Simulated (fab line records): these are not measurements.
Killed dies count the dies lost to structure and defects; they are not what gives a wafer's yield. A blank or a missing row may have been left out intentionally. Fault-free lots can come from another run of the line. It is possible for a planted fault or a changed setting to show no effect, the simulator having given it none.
fab line records	flow sky130
record lots=13	wafers=39	lastDay=50
route steps=708 shown CAPM@550 VIA3@578 PAD_OPEN@708
lots with no fault: from the same line, run without faults
startH: the number of hours between the record's first day and the start of the first shown wafer of the lot	waitH: hours from the lot's prior step to this one	" as in the row above	L1.1+2: a single row standing in for several wafers	- either no value or no given start	* or withheld: withheld	< > ~ a bound
route shown NAME@n: a module of which the file shows steps, and the number in the route of the first	usual: mean and standard deviation over wafers with no fault	same: alike in all rows	chamber/n: place in a boat	sites: each site's reading	_std_site: their standard deviation	_edge_site: inner sites' mean taken away from outer sites' mean	radiusMm: how far each site lies from the wafer's centre	mask NAME#n: copy n	behind: the tool/chamber that last shaped the wafer	hold: what put the lot on hold/how long, in hours/how the hold closed	device: which transistor (n, p or np) failed to switch	end of line: tests of these same wafers at the route's end	a step with no rows: only its recipe	killed: dies lost to structure and defects at the first sort, not the wafer's yield	map: per-die view of a wafer (x killed, . not killed, _ where there is no die)
set.NAME: the run value of the setting; set.NAME@STEP: its run value at that earlier step	model.NAME: the simulator's own value behind a step, which no gauge read
the route's steps for a sample of lots (tables are steps, rows are wafers)
services: the hour from which a tool's chamber was out of use, counted from the record's first day as startH (under 0 if before that day), plus the number of hours and why
## steps
# step SKY_CAPM_METAL_ETCH_13
# recipe targetDepthNm=220	stopOn=SiO2	chemistry=Cl2/BCl3	target=TiN	pressureMtorr=10	icpW=900	biasW=48.5	Cl2_flow_sccm=60	bcl3FlowSccm=30	timeS=62.9
# usual drypumpMotorCurrentA=5.7/0.31	oesProductAu=0.941/0.0067	throttleValvePct=21.901/0.0094
lot.wafer	tool	chamber	startH	waitH	drypumpMotorCurrentA	oesProductAu	rfHoursCounterH	throttleValvePct
L304.1	rieMetal-04	1	878.91	0.0	6.1	0.940	5	21.908
L304.4	"	1	"	"	6.1	0.945	-	21.904
L304.6	"	1	"	"	6.1	0.931	-	21.905
L307.1	rieMetal-04	1	902.66	0.0	6.1	0.941	6	21.906
L307.4	"	0	"	"	5.3	0.936	-	21.899
L307.6	"	1	"	"	6.0	0.931	-	21.886
L309.2	rieMetal-01	0	903.57	0.0	5.9	0.928	11	21.891
L309.3	"	1	"	"	5.8	0.944	-	21.899
L309.4	"	0	"	"	5.9	0.945	-	21.896
L308.2	rieMetal-04	0	905.61	0.0	5.3	0.946	11	21.915
L308.5	"	0	"	"	5.3	0.950	-	21.898
L308.6	"	1	"	"	6.0	0.944	-	21.903
L312.1	rieMetal-04	1	937.61	0.0	6.1	0.936	7	21.906
L312.5	"	1	"	"	6.0	0.934	-	21.914
L312.6	"	0	"	"	5.3	0.936	-	21.907
L313.1	rieMetal-01	1	937.87	0.0	5.7	0.936	2	21.890
L313.3	"	0	"	"	5.9	0.944	-	21.908
L313.6	"	0	"	"	5.9	0.943	-	21.890
L315.1	rieMetal-03	0	938.17	0.0	5.1	0.945	14	21.921
L315.4	"	0	"	"	5.1	0.940	-	21.898
L315.6	"	0	"	"	5.1	0.947	-	21.886
L314.2	rieMetal-01	1	951.26	0.0	5.7	0.943	3	21.910
L314.5	"	1	"	"	5.7	0.948	-	21.892
L314.6	"	0	"	"	5.9	0.946	-	21.911
L320.1	rieMetal-03	1	990.86	0.0	6.0	0.945	11	21.909
L320.2	"	0	"	"	5.1	0.943	16	21.892
L320.4	"	0	"	"	5.1	0.929	-	21.912
L323.1	rieMetal-04	1	1022.41	0.0	6.1	0.941	13	21.893
L323.4	"	1	"	"	6.0	0.942	-	21.904
L323.5	"	0	"	"	5.3	0.947	-	21.899
L324.1	rieMetal-03	0	1026.37	0.0	5.1	0.934	18	21.902
L324.3	"	0	"	"	5.1	0.937	-	21.898
L324.6	"	1	"	"	6.0	0.943	-	21.907
L326.2	rieMetal-01	1	1031.06	0.0	5.7	0.937	7	21.902
L326.4	"	0	"	"	5.9	0.941	-	21.903
L326.6	"	0	"	"	5.9	0.942	-	21.914
L327.2	rieMetal-03	0	1032.31	0.0	5.1	0.942	18	21.887
L327.3	"	0	"	"	5.1	0.938	-	21.899
L327.6	"	1	"	"	5.9	0.937	-	21.900
# step SKY_VIA3_HMDS_05
# recipe primeTimeS=60	primeTempC=120
# usual primeTempC=120.02/0.14
lot.wafer	tool	chamber	startH	waitH	primeTempC
L304.1	lithoTrack-01	0	919.18	0.1	119.94
L304.4	"	0	"	"	120.13
L304.6	"	0	"	"	120.06
L307.1	lithoTrack-03	0	940.62	0.1	120.28
L307.4	"	0	"	"	120.11
L307.6	"	0	"	"	120.11
L309.2	lithoTrack-02	0	941.70	0.1	120.04
L309.3	"	0	"	"	119.78
L309.4	"	0	"	"	119.86
L308.2	lithoTrack-01	0	944.06	0.1	119.84
L308.5	"	0	"	"	120.15
L308.6	"	0	"	"	120.20
L313.1	lithoTrack-02	0	976.87	0.1	119.94
L313.3	"	0	"	"	119.82
L313.6	"	0	"	"	120.01
L315.1	lithoTrack-03	0	977.27	0.1	119.99
L315.4	"	0	"	"	120.18
L315.6	"	0	"	"	119.90
L312.1	lithoTrack-01	0	977.53	0.1	119.80
L312.5	"	0	"	"	120.06
L312.6	"	0	"	"	119.84
L314.2	lithoTrack-02	0	987.30	0.1	120.02
L314.5	"	0	"	"	119.99
L314.6	"	0	"	"	120.00
L320.1	lithoTrack-01	0	1026.83	0.1	120.20
L320.2	"	0	"	"	120.08
L320.4	"	0	"	"	120.07
L323.1	lithoTrack-03	0	1057.12	0.1	120.06
L323.4	"	0	"	"	120.07
L323.5	"	0	"	"	119.87
L324.1	lithoTrack-01	0	1061.23	0.1	119.75
L324.3	"	0	"	"	119.74
L324.6	"	0	"	"	120.20
L326.2	lithoTrack-01	0	1066.56	0.1	113.77
L326.4	"	0	"	"	113.73
L326.6	"	0	"	"	113.96
L327.2	lithoTrack-01	0	1069.51	0.1	113.83
L327.3	"	0	"	"	113.77
L327.6	"	0	"	"	113.76
# step SKY_VIA3_CD_MEAS_12
# recipe targetCdNm=200
# usual cdNm=200.3/1.2
lot.wafer	tool	chamber	startH	waitH	cdNm
L304.1	cdSem-01	-	931.98	-	199.9
L304.4	"	-	"	"	199.9
L304.6	"	-	"	"	199.3
L307.1	cdSem-01	-	954.42	-	200.0
L307.4	"	-	"	"	199.4
L307.6	"	-	"	"	200.0
L309.2	cdSem-02	-	955.39	-	202.3
L309.3	"	-	"	"	200.4
L309.4	"	-	"	"	200.4
L308.2	cdSem-02	-	957.19	-	197.8
L308.5	"	-	"	"	197.8
L308.6	"	-	"	"	197.3
L313.1	cdSem-01	-	988.67	-	201.7
L313.3	"	-	"	"	200.4
L313.6	"	-	"	"	201.2
L315.1	cdSem-02	-	989.02	-	200.3
L315.4	"	-	"	"	202.1
L315.6	"	-	"	"	200.6
L312.1	cdSem-02	-	989.37	-	200.5
L312.5	"	-	"	"	200.3
L312.6	"	-	"	"	201.3
L314.2	cdSem-02	-	1000.54	-	201.4
L314.5	"	-	"	"	200.2
L314.6	"	-	"	"	200.6
L320.1	cdSem-02	-	1037.82	-	198.1
L320.2	"	-	"	"	198.8
L320.4	"	-	"	"	197.4
L323.1	cdSem-02	-	1069.07	-	200.7
L323.4	"	-	"	"	200.8
L323.5	"	-	"	"	200.2
L324.1	cdSem-01	-	1073.18	-	201.0
L324.3	"	-	"	"	201.1
L324.6	"	-	"	"	200.6
L326.2	cdSem-01	-	1077.29	-	202.2
L326.4	"	-	"	"	201.9
L326.6	"	-	"	"	201.1
L327.2	cdSem-02	-	1079.64	-	198.7
L327.3	"	-	"	"	199.7
L327.6	"	-	"	"	199.7
# step SKY_VIA3_SPUTTER_20
# recipe material=TiN	targetThkNm=20	chamberPressurePa=5	powerW=4000	timeS=80
# usual throttleValvePct=30.3/0.66
lot.wafer	tool	chamber	startH	waitH	throttleValvePct
L304.1	pvdSputter-03	-	932.83	0.0	31.1
L304.4	"	-	"	"	29.6
L304.6	"	-	"	"	30.2
L307.1	pvdSputter-03	-	955.28	0.0	31.0
L307.4	"	-	"	"	31.4
L307.6	"	-	"	"	31.0
L309.2	pvdSputter-03	-	956.23	0.0	31.1
L309.3	"	-	"	"	29.7
L309.4	"	-	"	"	30.0
L308.2	pvdSputter-04	-	958.02	0.0	29.5
L308.5	"	-	"	"	28.8
L308.6	"	-	"	"	30.3
L313.1	pvdSputter-04	-	989.52	0.0	29.5
L313.3	"	-	"	"	30.5
L313.6	"	-	"	"	29.8
L315.1	pvdSputter-03	-	989.90	0.0	29.9
L315.4	"	-	"	"	30.9
L315.6	"	-	"	"	30.8
L312.1	pvdSputter-04	-	990.22	0.0	29.7
L312.5	"	-	"	"	30.4
L312.6	"	-	"	"	29.5
L314.2	pvdSputter-03	-	1001.41	0.0	30.8
L314.5	"	-	"	"	31.0
L314.6	"	-	"	"	30.2
L320.1	pvdSputter-03	-	1038.68	0.0	31.2
L320.2	"	-	"	"	29.6
L320.4	"	-	"	"	30.9
L323.1	pvdSputter-02	-	1069.93	0.0	30.0
L323.4	"	-	"	"	30.4
L323.5	"	-	"	"	30.9
L324.1	pvdSputter-03	-	1074.08	0.0	30.2
L324.3	"	-	"	"	31.2
L324.6	"	-	"	"	31.3
L326.2	pvdSputter-02	-	1078.14	0.0	30.6
L326.4	"	-	"	"	30.2
L326.6	"	-	"	"	29.7
L327.2	pvdSputter-02	-	1080.51	0.0	30.0
L327.3	"	-	"	"	30.9
L327.6	"	-	"	"	30.2
# step SKY_PAD_OPEN_PROBE_99
# usual defectLimitedYield=82.6/1.9	killed_at_M0_to_M3=43/7.2	killed_at_M4_up=3.5/2	killedAtContacts=24/5.2	killedAtFrontEnd=15/4.4	killedAtOther=0.2/0.48	killedDies=85/9.4	killedOpen=46/7.3	killedShort=39/6.1
# same grossDies=492	killedAtBackSide=0
lot.wafer	tool	chamber	startH	waitH	defectLimitedYield[%]	killed_at_M0_to_M3	killed_at_M4_up	killedAtContacts	killedAtFrontEnd	killedAtOther	killedDies	killedOpen	killedShort
L304.1	prober-02	-	1081.22	0.1	80.9	51	4	27	12	0	94	52	42
L304.4	prober-02	-	1081.37	0.2	82.9	35	2	32	15	0	84	50	33
L304.6	prober-02	-	1081.47	0.2	82.9	46	1	22	15	0	84	42	42
L307.1	prober-02	-	1099.22	0.1	88.2	23	4	13	18	0	58	26	32
L307.4	prober-02	-	1099.37	0.2	83.5	25	8	27	20	1	81	34	47
L307.6	prober-02	-	1099.47	0.2	85.8	41	4	18	7	0	70	37	33
L309.2	prober-01	-	1100.77	0.1	81.9	52	1	27	9	0	89	56	33
L309.3	prober-01	-	1100.82	0.2	80.7	53	7	19	16	0	95	59	36
L309.4	prober-01	-	1100.87	0.2	85.2	35	6	21	11	0	73	38	35
L308.2	prober-02	-	1102.27	0.1	82.7	50	4	19	12	0	85	44	41
L308.5	prober-02	-	1102.42	0.2	82.1	46	4	18	19	1	88	48	40
L308.6	prober-02	-	1102.47	0.2	84.1	46	3	12	17	0	78	36	42
L313.1	prober-01	-	1125.65	0.1	81.9	36	2	34	17	0	89	55	34
L313.3	prober-01	-	1125.75	0.2	83.9	37	4	25	13	0	79	36	40
L313.6	prober-01	-	1125.90	0.2	81.1	42	5	32	13	1	93	49	43
L312.1	prober-01	-	1127.15	0.1	82.9	49	1	21	13	0	84	44	40
L312.5	prober-01	-	1127.35	0.2	84.3	44	3	16	14	0	77	33	44
L312.6	prober-01	-	1127.40	0.2	84.1	47	1	16	14	0	78	41	37
L315.1	prober-02	-	1127.15	0.1	83.9	35	4	22	18	0	79	42	37
L315.4	prober-02	-	1127.30	0.2	83.3	40	2	29	10	1	82	41	41
L315.6	prober-02	-	1127.40	0.2	87.0	29	0	21	14	0	64	34	30
L314.2	prober-02	-	1136.29	0.1	80.9	41	4	28	21	0	94	54	39
L314.5	prober-02	-	1136.44	0.2	81.3	47	7	24	14	0	92	45	47
L314.6	prober-02	-	1136.49	0.2	81.7	41	4	27	18	0	90	50	40
L320.1	prober-02	-	1165.06	0.1	82.1	38	4	30	13	3	88	40	44
L320.2	prober-02	-	1165.11	0.1	82.7	39	4	27	13	2	85	43	40
L320.4	prober-02	-	1165.21	0.2	83.5	45	4	21	11	0	81	42	39
L323.1	prober-02	-	1187.74	0.1	82.9	42	2	27	13	0	84	43	41
L323.4	prober-02	-	1187.89	0.2	83.5	41	2	23	15	0	81	46	35
L323.5	prober-02	-	1187.94	0.2	82.3	40	5	28	14	0	87	52	35
L324.1	prober-02	-	1192.27	0.1	81.9	39	5	28	16	1	89	44	45
L324.3	prober-02	-	1192.37	0.2	81.1	51	4	27	11	0	93	57	36
L324.6	prober-02	-	1192.52	0.2	84.3	29	6	30	12	0	77	46	31
L326.2	prober-01	-	1197.73	0.1	82.7	32	3	29	21	0	85	37	48
L326.4	prober-01	-	1197.83	0.2	80.3	44	2	32	19	0	97	53	44
L326.6	prober-01	-	1197.93	0.2	82.1	49	5	19	14	1	88	48	40
L327.2	prober-02	-	1199.09	0.1	80.3	48	6	21	22	0	97	45	52
L327.3	prober-02	-	1199.14	0.2	81.3	47	2	23	20	0	92	43	47
L327.6	prober-02	-	1199.29	0.2	80.9	50	5	20	19	0	94	45	49
# killed by level:class
L304.1 VIA1:geometricParticle:open=13 VIA3:geometricParticle:open=10 METAL1:geometricParticle:short=9 LI_CONTACT:geometricParticle:open=8 CONTACT:geometricParticle:open=8 VIA1:geometricParticle:short=7 LOCAL_INTERCONNECT:geometricParticle:short=5 VIA2:geometricParticle:open=4
L304.4 CONTACT:geometricParticle:open=12 LI_CONTACT:geometricParticle:open=8 VIA1:geometricParticle:open=8 VIA3:geometricParticle:open=8 FIELD_ISO:geometricParticle:short=5 CONTACT:geometricParticle:short=4 VIA1:geometricParticle:short=4 METAL2:geometricParticle:short=4
L304.6 VIA1:geometricParticle:open=13 LI_CONTACT:geometricParticle:open=8 METAL2:geometricParticle:short=7 LOCAL_INTERCONNECT:geometricParticle:short=5 METAL1:geometricParticle:short=5 VIA3:geometricParticle:open=5 FIELD_ISO:geometricParticle:short=4 VIA2:geometricParticle:open=4
L307.1 VIA1:geometricParticle:open=6 LI_CONTACT:geometricParticle:open=5 METAL1:geometricParticle:open=4 FIELD_ISO:geometricParticle:short=3 FIELD_ISO:geometricParticle:open=3 POLY_GATE:geometricParticle:short=3 POLY_CUT:geometricParticle:short=3 CONTACT:geometricParticle:short=3
L307.4 CONTACT:geometricParticle:open=8 FIELD_ISO:geometricParticle:short=7 LOCAL_INTERCONNECT:geometricParticle:short=7 METAL4:geometricParticle:short=5 LI_CONTACT:geometricParticle:open=4 CONTACT:geometricParticle:short=4 VIA1:geometricParticle:short=4 METAL2:geometricParticle:short=4
L307.6 CONTACT:geometricParticle:open=10 VIA2:geometricParticle:open=8 VIA1:geometricParticle:open=7 VIA3:geometricParticle:open=7 METAL2:geometricParticle:short=6 METAL3:geometricParticle:short=4 LOCAL_INTERCONNECT:geometricParticle:short=3 CONTACT:geometricParticle:short=3
L309.2 VIA1:geometricParticle:open=13 VIA3:geometricParticle:open=12 LI_CONTACT:geometricParticle:open=10 CONTACT:geometricParticle:open=8 LI_CONTACT:geometricParticle:short=5 VIA3:geometricParticle:short=5 METAL1:geometricParticle:open=4 METAL1:geometricParticle:short=4
L309.3 VIA1:geometricParticle:open=14 VIA2:geometricParticle:open=12 CONTACT:geometricParticle:open=10 VIA1:geometricParticle:short=7 VIA3:geometricParticle:open=7 POLY_GATE:geometricParticle:short=6 FIELD_ISO:geometricParticle:open=5 METAL1:geometricParticle:short=5
L309.4 CONTACT:geometricParticle:open=9 FIELD_ISO:geometricParticle:short=6 METAL3:geometricParticle:short=6 VIA3:geometricParticle:open=6 VIA2:geometricParticle:open=5 VIA3:geometricParticle:short=4 LI_CONTACT:geometricParticle:open=4 VIA1:geometricParticle:open=4
L308.2 VIA1:geometricParticle:open=13 METAL1:geometricParticle:short=9 CONTACT:geometricParticle:open=7 VIA3:geometricParticle:open=7 VIA2:geometricParticle:open=6 POLY_GATE:geometricParticle:short=5 LI_CONTACT:geometricParticle:short=5 FIELD_ISO:geometricParticle:short=4
L308.5 CONTACT:geometricParticle:open=10 VIA2:geometricParticle:open=9 METAL2:geometricParticle:short=7 VIA1:geometricParticle:open=7 POLY_GATE:geometricParticle:short=6 VIA3:geometricParticle:open=6 FIELD_ISO:geometricParticle:open=5 METAL1:geometricParticle:short=5
L308.6 VIA1:geometricParticle:open=9 VIA2:geometricParticle:open=7 METAL1:geometricParticle:short=7 POLY_GATE:geometricParticle:open=6 METAL2:geometricParticle:short=6 FIELD_ISO:geometricParticle:short=5 LI_CONTACT:geometricParticle:short=4 VIA2:geometricParticle:short=4
L313.1 CONTACT:geometricParticle:open=15 LI_CONTACT:geometricParticle:open=11 VIA2:geometricParticle:open=9 VIA1:geometricParticle:open=8 FIELD_ISO:geometricParticle:short=7 METAL2:geometricParticle:short=5 VIA3:geometricParticle:open=4 POLY_GATE:geometricParticle:short=3
L313.3 CONTACT:geometricParticle:short=9 METAL1:geometricParticle:short=8 CONTACT:geometricParticle:open=7 VIA1:geometricParticle:open=6 VIA2:geometricParticle:open=5 FIELD_ISO:geometricParticle:short=4 LI_CONTACT:geometricParticle:short=3 POLY_GATE:geometricParticle:short=3
L313.6 CONTACT:geometricParticle:open=12 LI_CONTACT:geometricParticle:open=8 VIA2:geometricParticle:open=8 METAL1:geometricParticle:short=7 VIA1:geometricParticle:open=7 VIA1:geometricParticle:short=5 LI_CONTACT:geometricParticle:short=4 CONTACT:geometricParticle:short=4
L312.1 VIA1:geometricParticle:open=9 CONTACT:geometricParticle:open=9 VIA1:geometricParticle:short=9 VIA3:geometricParticle:open=7 LI_CONTACT:geometricParticle:open=6 METAL1:geometricParticle:short=6 VIA2:geometricParticle:short=6 VIA2:geometricParticle:open=5
L315.1 VIA1:geometricParticle:open=7 FIELD_ISO:geometricParticle:short=5 LI_CONTACT:geometricParticle:short=5 LI_CONTACT:geometricParticle:open=5 CONTACT:geometricParticle:open=5 VIA3:geometricParticle:open=5 VIA3:geometricParticle:short=5 FIELD_ISO:geometricParticle:open=4
L315.4 LI_CONTACT:geometricParticle:open=11 CONTACT:geometricParticle:open=7 VIA3:geometricParticle:short=6 VIA1:geometricParticle:open=6 VIA2:geometricParticle:open=6 VIA1:geometricParticle:short=5 CONTACT:geometricParticle:short=4 METAL1:geometricParticle:short=4
L312.5 METAL1:geometricParticle:short=8 VIA1:geometricParticle:open=8 METAL2:geometricParticle:short=7 CONTACT:geometricParticle:open=6 VIA2:geometricParticle:open=5 FIELD_ISO:geometricParticle:short=4 POLY_GATE:geometricParticle:short=4 VIA2:geometricParticle:short=4
L312.6 VIA1:geometricParticle:open=11 CONTACT:geometricParticle:open=7 METAL1:geometricParticle:short=6 VIA2:geometricParticle:open=6 FIELD_ISO:geometricParticle:short=5 LI_CONTACT:geometricParticle:open=5 VIA3:geometricParticle:open=5 METAL2:geometricParticle:short=5
L315.6 LI_CONTACT:geometricParticle:open=8 CONTACT:geometricParticle:open=8 METAL1:geometricParticle:short=5 FIELD_ISO:geometricParticle:short=4 VIA2:geometricParticle:open=4 VIA3:geometricParticle:open=4 CONTACT:geometricParticle:short=3 VIA1:geometricParticle:short=3
L314.2 CONTACT:geometricParticle:open=13 VIA1:geometricParticle:open=8 VIA2:geometricParticle:open=8 POLY_GATE:geometricParticle:open=6 LI_CONTACT:geometricParticle:short=6 VIA3:geometricParticle:open=5 VIA1:geometricParticle:short=5 METAL2:geometricParticle:short=5
L314.5 VIA3:geometricParticle:open=10 VIA1:geometricParticle:open=8 CONTACT:geometricParticle:open=8 METAL1:geometricParticle:short=8 METAL4:geometricParticle:short=6 LI_CONTACT:geometricParticle:open=5 CONTACT:geometricParticle:short=5 METAL2:geometricParticle:short=5
L314.6 VIA1:geometricParticle:open=14 CONTACT:geometricParticle:open=9 CONTACT:geometricParticle:short=5 FIELD_ISO:geometricParticle:short=4 FIELD_ISO:geometricParticle:open=4 POLY_GATE:geometricParticle:open=4 LI_CONTACT:geometricParticle:open=4 LOCAL_INTERCONNECT:geometricParticle:short=4
L320.1 CONTACT:geometricParticle:open=10 VIA1:geometricParticle:open=9 CONTACT:geometricParticle:short=7 VIA1:geometricParticle:short=6 VIA3:geometricParticle:open=5 METAL1:geometricParticle:short=5 METAL2:geometricParticle:short=5 FIELD_ISO:geometricParticle:short=4
L320.2 LI_CONTACT:geometricParticle:open=7 CONTACT:geometricParticle:open=7 CONTACT:geometricParticle:short=7 VIA1:geometricParticle:open=7 VIA3:geometricParticle:open=7 METAL1:geometricParticle:short=6 VIA1:geometricParticle:short=5 METAL2:geometricParticle:short=5
L320.4 VIA1:geometricParticle:open=10 CONTACT:geometricParticle:open=8 VIA2:geometricParticle:open=8 VIA1:geometricParticle:short=7 VIA3:geometricParticle:short=6 LI_CONTACT:geometricParticle:open=5 METAL1:geometricParticle:short=4 METAL2:geometricParticle:short=4
L323.1 VIA1:geometricParticle:open=12 CONTACT:geometricParticle:open=8 METAL2:geometricParticle:short=8 LI_CONTACT:geometricParticle:open=6 LOCAL_INTERCONNECT:geometricParticle:short=6 VIA3:geometricParticle:open=5 FIELD_ISO:geometricParticle:open=4 VIA2:geometricParticle:open=4
L323.4 LI_CONTACT:geometricParticle:open=11 VIA1:geometricParticle:open=9 FIELD_ISO:geometricParticle:short=7 VIA1:geometricParticle:short=6 CONTACT:geometricParticle:open=6 VIA3:geometricParticle:open=6 VIA3:geometricParticle:short=5 METAL1:geometricParticle:short=4
L323.5 VIA1:geometricParticle:open=15 LI_CONTACT:geometricParticle:open=8 CONTACT:geometricParticle:open=8 VIA3:geometricParticle:open=5 CONTACT:geometricParticle:short=5 METAL4:geometricParticle:short=5 LOCAL_INTERCONNECT:geometricParticle:short=4 METAL2:geometricParticle:short=4
L324.1 CONTACT:geometricParticle:open=10 LOCAL_INTERCONNECT:geometricParticle:short=9 VIA1:geometricParticle:open=8 VIA2:geometricParticle:open=7 POLY_GATE:geometricParticle:short=4 CONTACT:geometricParticle:short=4 METAL2:geometricParticle:short=4 VIA3:geometricParticle:open=4
L324.3 VIA1:geometricParticle:open=14 LI_CONTACT:geometricParticle:open=10 VIA3:geometricParticle:open=10 METAL1:geometricParticle:short=6 FIELD_ISO:geometricParticle:open=5 CONTACT:geometricParticle:open=5 VIA2:geometricParticle:open=5 LI_CONTACT:geometricParticle:short=4
L324.6 CONTACT:geometricParticle:open=17 VIA1:geometricParticle:open=6 LI_CONTACT:geometricParticle:open=5 METAL2:geometricParticle:short=5 LOCAL_INTERCONNECT:geometricParticle:short=4 CONTACT:geometricParticle:short=4 VIA3:geometricParticle:open=4 VIA2:geometricParticle:open=4
L326.2 CONTACT:geometricParticle:open=10 POLY_GATE:geometricParticle:short=8 LI_CONTACT:geometricParticle:open=8 VIA1:geometricParticle:short=7 VIA1:geometricParticle:open=7 FIELD_ISO:geometricParticle:short=4 LOCAL_INTERCONNECT:geometricParticle:short=4 CONTACT:geometricParticle:short=4
L326.4 VIA1:geometricParticle:open=14 CONTACT:geometricParticle:short=9 CONTACT:geometricParticle:open=9 VIA3:geometricParticle:open=8 LI_CONTACT:geometricParticle:open=7 VIA1:geometricParticle:short=7 FIELD_ISO:geometricParticle:short=6 FIELD_ISO:geometricParticle:open=4
L326.6 VIA1:geometricParticle:open=11 CONTACT:geometricParticle:open=10 VIA2:geometricParticle:open=8 VIA3:geometricParticle:open=7 METAL1:geometricParticle:short=6 METAL3:geometricParticle:short=6 VIA1:geometricParticle:short=5 FIELD_ISO:geometricParticle:open=4
L327.2 CONTACT:geometricParticle:open=11 METAL1:geometricParticle:short=11 VIA1:geometricParticle:open=9 VIA2:geometricParticle:short=8 POLY_GATE:geometricParticle:short=6 FIELD_ISO:geometricParticle:open=5 LI_CONTACT:geometricParticle:open=4 METAL4:geometricParticle:short=4
L327.3 VIA1:geometricParticle:open=8 VIA1:geometricParticle:short=7 CONTACT:geometricParticle:open=7 METAL1:geometricParticle:short=7 POLY_GATE:geometricParticle:short=6 METAL2:geometricParticle:short=6 CONTACT:geometricParticle:short=5 VIA2:geometricParticle:open=5
L327.6 VIA1:geometricParticle:open=10 POLY_GATE:geometricParticle:open=8 VIA3:geometricParticle:open=7 CONTACT:geometricParticle:open=6 POLY_GATE:geometricParticle:short=5 METAL1:geometricParticle:short=5 METAL2:geometricParticle:short=5 VIA2:geometricParticle:short=5
## services
tool	chamber	startH	hours	kind
pvdSputter-02	-	878.85	3.7	repair
pvdSputter-04	-	886.72	13.6	repair
pvdSputter-03	-	894.37	1.4	repair
pvdSputter-03	-	895.22	1.1	repair
pvdSputter-02	-	942.10	84.7	repair
rieMetal-03	-	945.62	1.4	pm
rieMetal-03	-	947.72	14.6	pm
pvdSputter-04	-	961.59	1.0	repair
pvdSputter-02	-	1009.48	8.0	repair
rieMetal-01	0	1076.67	5.7	repair
## key
firstSign step=SKY_VIA3_HMDS_05	reading=primeTempC	direction=down	sigmas=45	usual=*	struck=*
effect none on later readings
metAt SKY_VIA3_HMDS_05
struckLots L326,L327
notActingAt SKY_CAPM_METAL_ETCH_13,SKY_VIA3_CD_MEAS_12,SKY_VIA3_SPUTTER_20
onsetBetween 1061.23 1066.56
fault kind=processParameterDrift	tool=lithoTrack-01	chamber=-	onsetH=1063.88	steps=SKY_VIA3_HMDS_05	channel=primeTempC	offset=*	shape=step	endH=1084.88	actsIn=*	stated=*
